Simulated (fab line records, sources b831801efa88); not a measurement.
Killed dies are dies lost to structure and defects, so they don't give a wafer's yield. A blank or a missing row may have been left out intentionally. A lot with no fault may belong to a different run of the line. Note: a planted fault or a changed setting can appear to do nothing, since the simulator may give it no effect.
One fault seen from 2 desks ; flow sfq-line ; each desk holds nothing but its own numbers, with what lay behind them at the end

== DESK OF THE TOOL OWNER: pecvd-02 ==
The tool's own readings at SFQ_TRILAYER_I1_DEP_PECVD_045 (deposits SiO2 from SiH4/N2O, time 111.11 s, target thk 500 nm): means of the sampled wafers that have a number, for each lot that ran on this tool. Marked OUT: a lot whose mean sits more than 4 standard deviations from the usual mean, which makes it out of limits; the brackets give that distance.
Columns: A = heater-power-w at SFQ_TRILAYER_I1_DEP_PECVD_045, usual 99 W; B = run-length-s at SFQ_TRILAYER_I1_DEP_PECVD_045, usual 139.1 s; C = throttle-valve-pct at SFQ_TRILAYER_I1_DEP_PECVD_045, usual 25.0 %
lot;first seen here;A;B;C
L547;day 15 04:22;104;135.0 (-6.5) OUT;24.5
L548;day 15 20:44;111;135.4 (-5.9) OUT;24.8
L549;day 16 04:43;109;135.1 (-6.3) OUT;24.8
L558;day 19 04:59;110;139.5;25.3
L559;day 19 12:27;112;139.0;25.2
This desk's finding: out of limits on L547, L548, L549; first on L547, day 15 04:22 (run-length-s at SFQ_TRILAYER_I1_DEP_PECVD_045). L558, L559 stayed within limits.

== THE METROLOGY DESK ==
Means of the sampled wafers that have a number, per lot and without regard to the tool the lot ran on: this is what the gauges read. Marked OUT: a lot whose mean sits more than 4 standard deviations from the usual mean, which makes it out of limits; the brackets give that distance.
Columns: A = M1_OVL at SFQ_M1_OVL_MEAS_911, usual -1 nm
lot;first seen here;A
L539;day 12 17:49;-2
L547;day 15 03:22;4
L548;day 15 19:44;0
L549;day 16 02:56;5
L558;day 19 03:59;3
L559;day 19 11:12;-0
L562;day 20 07:36;-6
Result from this desk: across the 7 lots, nothing is out of limits.

== TAKEN TOGETHER ==
On L547, L548, L549, at day 15 04:22, an alarm was possible from the tool owner's desk.
The metrology desk saw nothing out of limits.
The metrology desk holds a record of L547, L548, L549, inside its limits.
SFQ_TRILAYER_I1_DEP_PECVD_045 was run on pecvd-02 by each of the lots named.

== WHAT THE SIMULATOR PUT IN ==
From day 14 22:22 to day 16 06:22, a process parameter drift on pecvd-02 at SFQ_TRILAYER_I1_DEP_PECVD_045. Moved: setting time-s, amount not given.
Struck lots among those shown: L547, L548, L549.
Hours from the fault's start to each desk's first reading out of limits: the tool owner's desk, 6.
